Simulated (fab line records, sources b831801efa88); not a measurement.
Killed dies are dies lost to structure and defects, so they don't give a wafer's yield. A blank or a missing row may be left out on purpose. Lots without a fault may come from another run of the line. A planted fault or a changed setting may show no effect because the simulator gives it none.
Which tool did it? | flow gf180mcu | 13 lots, 37 wafers sampled, at 5 steps of a route of 602

WHAT THE GAUGES READ, wafer by wafer
GF_STI_CD_MEAS_12: target cd 220 nm.
lot  | measured    | on        | cd_nm (nm)
L563 | day 2 00:53 | cd_sem-02 | 217.7 219.6 219.8
L564 | day 2 06:02 | cd_sem-02 | 219.5 220.0 220.3
L565 | day 2 12:07 | cd_sem-01 | 221.1 221.5 220.9
L566 | day 2 18:28 | cd_sem-02 | 219.9 218.9 217.3
L567 | day 2 23:25 | cd_sem-01 | 223.2 224.0 223.9
L568 | day 3 03:25 | cd_sem-01 | 216.8 218.9 217.1
L573 | day 4 05:10 | cd_sem-01 | 220.8 219.8
L575 | day 4 15:52 | cd_sem-01 | 222.6 221.3
L576 | day 4 19:25 | cd_sem-01 | 218.0 216.7 217.5
L583 | day 6 07:46 | cd_sem-01 | 220.5 221.6 220.7
L584 | day 6 13:23 | cd_sem-01 | 218.8 219.3 218.8
L585 | day 6 18:15 | cd_sem-01 | 216.5 216.9 217.4
L586 | day 6 23:28 | cd_sem-01 | 221.9 222.3 222.3

GF_VT_IMPLANT_TW_MEAS_21.
lot  | measured     | on            | VT_IMPLANT_2_TW
L563 | day 6 06:32  | film_metro-04 | 1219 1225 1221
L564 | day 6 13:23  | film_metro-02 | 1211 1202 1208
L565 | day 6 18:53  | film_metro-01 | 1192 1182 1184
L566 | day 7 00:20  | film_metro-01 | 1178 1184 1176
L567 | day 7 08:56  | film_metro-04 | 1218 1220 1216
L568 | day 7 14:53  | film_metro-01 | 1181 1180 1182
L573 | day 8 20:08  | film_metro-01 | 1192 1199
L575 | day 9 10:53  | film_metro-02 | 1210 1207
L576 | day 9 15:35  | film_metro-01 | 1192 1201 1199
L583 | day 11 12:44 | film_metro-01 | 1197 1189 1191
L584 | day 11 17:10 | film_metro-02 | 1199 1207 1198
L585 | day 12 00:16 | film_metro-04 | 1222 1219 1219
L586 | day 12 06:24 | film_metro-02 | 1202 1203 1204

GF_VT_IMPLANT_OVL_MEAS_40.
lot  | measured     | on         | VT_IMPLANT_03_OVL (nm)
L563 | day 7 14:04  | overlay-01 | 0.9 0.0 -1.6
L564 | day 7 20:19  | overlay-01 | 0.1 0.0 -1.1
L565 | day 8 03:00  | overlay-02 | -1.1 -1.8 -2.7
L566 | day 8 09:00  | overlay-01 | -0.5 -2.4 -0.9
L567 | day 8 17:06  | overlay-01 | -2.5 0.8 -2.3
L568 | day 9 00:30  | overlay-01 | -1.1 -0.4 0.8
L573 | day 10 05:45 | overlay-01 | -2.5 -0.4
L575 | day 10 22:01 | overlay-01 | -0.2 -2.8
L576 | day 11 02:27 | overlay-02 | 0.2 -0.3 -0.8
L583 | day 13 02:29 | overlay-02 | -2.9 -2.8 -2.0
L584 | day 13 07:52 | overlay-01 | -1.9 1.1 -1.1
L585 | day 13 15:19 | overlay-02 | -1.6 0.7 0.1
L586 | day 13 22:54 | overlay-02 | 1.4 1.4 1.2

WHICH TOOL RAN EACH LOT (tool, then ch and the chambers of the sampled wafers, then the start)
lot  | GF_STI_ETCH_14                  | GF_STI_STRIP_15
L563 | rie_si-02 ch 0,2, day 2 01:04   | plasma_asher-03 ch 0,1, day 2 01:08
L564 | rie_si-02 ch 1,2, day 2 06:14   | plasma_asher-01 ch 1, day 2 06:19
L565 | rie_si-02 ch 2,3, day 2 12:19   | plasma_asher-02 ch 0,1, day 2 12:23
L566 | rie_si-02 ch 0,2, day 2 18:40   | plasma_asher-01 ch 0,1, day 2 18:44
L567 | rie_si-01 ch 1,2,3, day 2 23:37 | plasma_asher-01 ch 0,1, day 2 23:41
L568 | rie_si-02 ch 2,3, day 3 03:37   | plasma_asher-02 ch 0,1, day 3 03:41
L573 | rie_si-02 ch 2,3, day 4 05:22   | plasma_asher-02 ch 0,1, day 4 05:26
L575 | rie_si-02 ch 1,2, day 4 16:04   | plasma_asher-03 ch 0, day 4 16:08
L576 | rie_si-02 ch 2,3, day 4 19:37   | plasma_asher-02 ch 0,1, day 4 19:41
L583 | rie_si-01 ch 0,1,2, day 6 07:58 | plasma_asher-03 ch 0,1, day 6 08:02
L584 | rie_si-01 ch 0,2,3, day 6 13:32 | plasma_asher-01 ch 0,1, day 6 13:39
L585 | rie_si-01 ch 2,3, day 6 18:25   | plasma_asher-01 ch 0,1, day 6 18:31
L586 | rie_si-01 ch 0,1, day 6 23:38   | plasma_asher-02 ch 0,1, day 6 23:43
- GF_STI_ETCH_14: etches Si in HBr/Cl2/O2, target depth 360 nm, time 102.9 s.
- GF_STI_STRIP_15: strips in O2/N2.

WHAT THE TOOLS THEMSELVES READ (means of the sampled wafers that have a number; where no wafer has one, the mark that the record gives instead)
GF_STI_ETCH_14.
lot  | tool      | drypump_motor_current_A (A) | oes_product_au (a.u.) | throttle_valve_pct (%)
L563 | rie_si-02 | 6.2                         | 0.996                 | 25.660
L564 | rie_si-02 | 6.3                         | 0.991                 | 25.664
L565 | rie_si-02 | 6.2                         | 0.999                 | 25.659
L566 | rie_si-02 | 6.2                         | 1.004                 | 25.653
L567 | rie_si-01 | 5.6                         | 1.002                 | 25.647
L568 | rie_si-02 | 5.8                         | 1.005                 | 25.647
L573 | rie_si-02 | 6.0                         | 0.896                 | 25.721
L575 | rie_si-02 | 6.2                         | 0.891                 | 25.734
L576 | rie_si-02 | 6.2                         | 0.928                 | 25.700
L583 | rie_si-01 | 5.8                         | 1.007                 | 25.644
L584 | rie_si-01 | 5.9                         | 0.997                 | 25.656
L585 | rie_si-01 | 5.7                         | 0.993                 | 25.660
L586 | rie_si-01 | 6.0                         | 0.996                 | 25.661

GF_STI_STRIP_15.
lot  | tool            | drypump_motor_current_A (A) | heater_power_w (W) | oes_product_au (a.u.) | strip_time_to_endpoint_s (s)
L563 | plasma_asher-03 | 5.95                        | 317                | 0.384                 | 3.74
L564 | plasma_asher-01 | 5.85                        | 341                | 0.384                 | 3.72
L565 | plasma_asher-02 | 5.60                        | 341                | 0.388                 | 3.76
L566 | plasma_asher-01 | 5.92                        | 316                | 0.384                 | 3.82
L567 | plasma_asher-01 | 5.91                        | 322                | 0.381                 | 3.71
L568 | plasma_asher-02 | 5.64                        | 341                | 0.382                 | 3.69
L573 | plasma_asher-02 | 5.63                        | 338                | 0.390                 | 3.94
L575 | plasma_asher-03 | 6.01                        | 303                | 0.392                 | 3.92
L576 | plasma_asher-02 | 5.64                        | 337                | 0.394                 | 3.86
L583 | plasma_asher-03 | 5.95                        | 314                | 0.384                 | 3.71
L584 | plasma_asher-01 | 5.91                        | 317                | 0.381                 | 3.78
L585 | plasma_asher-01 | 5.94                        | 298                | 0.387                 | 3.80
L586 | plasma_asher-02 | 5.62                        | 342                | 0.388                 | 3.78

THE ANSWER, worked out from the rows above alone
Rule: what is usual is taken from the lots themselves. Put in order of their means at a reading, lots are off if they are a third of the lots or fewer, leave a main group of 4 or more, and stand apart from it by a gap of 3 or more times the standard deviation of the main group's means; of several such gaps the widest counts. A main group whose means are all the same, to the digits that the tables above print for the reading, isn't used. A lot without any number at a reading at which 4 lots or more have one is off too. The other lots that the step has rows for count as sound. The gauges are gone through in route order, then the tools' own readings, and for those a lot's mean is taken as printed above. The first step at which some lot is off is used, and at that step the reading that is off furthest; a lot without a number counts as furthest.
Off: L573, L575, L576, at GF_STI_ETCH_14 (oes_product_au). The main group: mean 0.999 a.u., standard deviation 0.0051.
A tool fits if, at that step or a process step before it, it ran every lot that is off, and no sound lot after the first of them. One fits: rie_si-02 at GF_STI_ETCH_14. Its last sound lot is L568 (day 3 03:37), its first lot that is off L573 (day 4 05:22): a fault that began between those two fits.
The tool's own readings at GF_STI_ETCH_14 bear it out: on the lots that are off they differ by more than 5 times the standard deviation of the sound lots' means. oes_product_au reads 0.905 a.u. there against 0.999 a.u. on the sound lots; throttle_valve_pct reads 25.718 % there against 25.655 % on the sound lots.

WHAT THE SIMULATOR HAD PUT IN
Process parameter drift: rie_si-02, from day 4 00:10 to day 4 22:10, at GF_STI_ETCH_14. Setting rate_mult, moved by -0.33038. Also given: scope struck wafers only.
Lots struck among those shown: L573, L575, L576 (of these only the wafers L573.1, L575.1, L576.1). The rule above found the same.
